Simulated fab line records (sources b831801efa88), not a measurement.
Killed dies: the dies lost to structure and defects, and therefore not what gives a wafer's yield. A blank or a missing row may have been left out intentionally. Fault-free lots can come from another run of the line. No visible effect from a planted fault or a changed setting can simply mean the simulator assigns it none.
2 desks looking at one fault -- flow gf180mcu -- only its own numbers are on each desk; what lay behind them is given at the end

AT THE TOOL OWNER'S DESK: hdpcvd-02
The tool's own readings at GF_V1_CVD_00 (deposits SiO2, target thk 600 nm, time 97.07 s): means of the sampled wafers that have a number, for each lot that ran on this tool. Marked OUT: a lot whose mean sits more than 4 standard deviations from the usual mean, which makes it out of limits; the brackets give that distance.
Columns: A = pressureMtorr at GF_V1_CVD_00, usual 6.001 mTorr; B = runLengthS at GF_V1_CVD_00, usual 128.1 s; C = sih4FlowSccm at GF_V1_CVD_00, usual 59.99 sccm; D = susceptorTempC at GF_V1_CVD_00, usual 400.03 C
lot,first seen here,A,B,C,D
L586,day 21 04:01,6.013,128.2,60.00,400.05
L588,day 21 13:03,6.000,127.7,60.20,400.10
L593,day 23 10:00,6.009,128.2,59.95,399.84
This desk's verdict: no lot among the 3 shows anything out of limits.

FROM THE METROLOGY DESK
What the gauges read, lot by lot, whatever tool the lot ran on: means of the sampled wafers that have a number. Marked OUT: a lot whose mean sits more than 4 standard deviations from the usual mean, which makes it out of limits; the brackets give that distance.
Columns: A = M1_ALCU_RS at GF_M1_RS_MEAS_05, usual 0.0704 ohm/sq; B = V1_BOW at GF_V1_BOW_MEAS_05, usual 81 um
lot,first seen here,A,B
L577,day 16 04:40,0.0712,80
L578,day 16 11:10,0.0702,88
L579,day 16 20:22,0.0708,78
L584,day 18 19:01,0.0712,85
L585,day 19 10:59,0.0711,79
L586,day 20 02:48,0.0702,86
L587,day 20 05:01,0.0708,76
L588,day 20 12:03,0.0694,80
L589,day 20 15:25,0.0713,84
L591,day 21 14:38,0.0699,55
L592,day 21 23:01,0.0700,54
L593,day 22 09:32,0.0701,85
L594,day 22 14:13,0.0699,86
L600,day 24 15:28,0.0709,88
This desk's verdict: no lot among the 14 shows anything out of limits.

PUT TOGETHER
Nothing out of limits was seen by the tool owner's desk.
At the metrology desk, nothing out of limits was observed.

WHAT THE SIMULATOR PUT IN
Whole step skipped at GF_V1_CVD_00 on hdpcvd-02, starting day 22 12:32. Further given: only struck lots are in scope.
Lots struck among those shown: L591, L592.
